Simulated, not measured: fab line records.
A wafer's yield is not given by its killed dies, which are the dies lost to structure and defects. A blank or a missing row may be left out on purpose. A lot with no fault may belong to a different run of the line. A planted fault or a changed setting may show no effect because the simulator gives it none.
8D (eight disciplines) problem report, filled in by code	flow sky130	the parts of the form that need people (team, actions taken, sign-off) are left out

== 1. THE PROBLEM ==
At SKY_VIA1_ETCH_14, oes product au averages 0.996 a.u. over 2 wafers from 2 lots, while fault-free wafers read 0.854 a.u., standard deviation 0.0044. That puts it +32 standard deviations away from the usual mean.
The step: etches BARC in N2/H2, stops on SiO2, time 45.9 s, target depth 60 nm.
First seen on wafer L908.5, day 38 23:28, on rie diel-02. Wafers with a number at this step in the record: 30, from 10 lots. Rule for "out", or "out of limits": more than 4 standard deviations from the usual mean. The rest of the wafers with a number are treated as sound.

== 2. WHAT THIS IS AND IS NOT ==
question	is	is not
which readings at this step	oes product au, run length s	drypump motor current A
which lots	L908, L913	L893, L900, L902, L903, L906, L909, L914, L916
which wafers of those lots	L908.5, L913.1	L908.3, L908.4, L913.3, L913.6
read on which tools	rie diel-02	rie diel-01, rie diel-04
when	from day 38 23:28	up to then (17 sound wafers); but 11 sound wafers of L909, L913, L914, L916 came after

== 3. WHAT RULES OUT EACH SUSPECT ==
Counting: if a tool at a process step up to the reading ran every lot that is out, it stays a suspect. Sound lots after the first of them don't rule it out here, since some wafers of a struck lot are sound.
- rie diel-02 at SKY_VIA1_ETCH_14 (etches BARC in N2/H2, stops on SiO2, time 45.9 s, target depth 60 nm): kept. It ran every lot that is out, first L908 (day 38 23:28); its last sound lot up to then is L906 (day 38 09:28). Out on those wafers are its own readings of oes product au, run length s.
Left after counting: rie diel-02 at SKY_VIA1_ETCH_14.

== 4. THE CAUSE (what the simulator had put in) ==
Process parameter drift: rie diel-02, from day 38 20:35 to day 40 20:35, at SKY_VIA1_ETCH_14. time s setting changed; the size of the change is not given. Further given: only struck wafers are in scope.
Counting left only this tool.

== 5. THE EFFECT CHAIN, in route order ==
Rows list readings where the struck wafers' mean (over those with a number) sits beyond 3 standard deviations from the usual. Scope: only readings with a usual standard deviation given in the record; hours: median across lots of the time from each lot's start at the first step in this table that gives one to its start at this step; sigmas: change in usual standard deviations.
hours	step	reading	usual	on struck wafers	change	sigmas
0	SKY_VIA1_ETCH_14	oes product au	0.854 a.u.	0.996	+0.142	+32
0	SKY_VIA1_ETCH_14	run length s	74.2 s	66.1	-8.1	-23
The process steps in it:
- SKY_VIA1_ETCH_14: etches BARC in N2/H2, stops on SiO2, time 45.9 s, target depth 60 nm.

== 6. HOW IT WOULD HAVE BEEN CAUGHT EARLIER ==
The fault began at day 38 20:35; the first out-of-limits reading in this record came at day 38 23:28, 3 hours later.
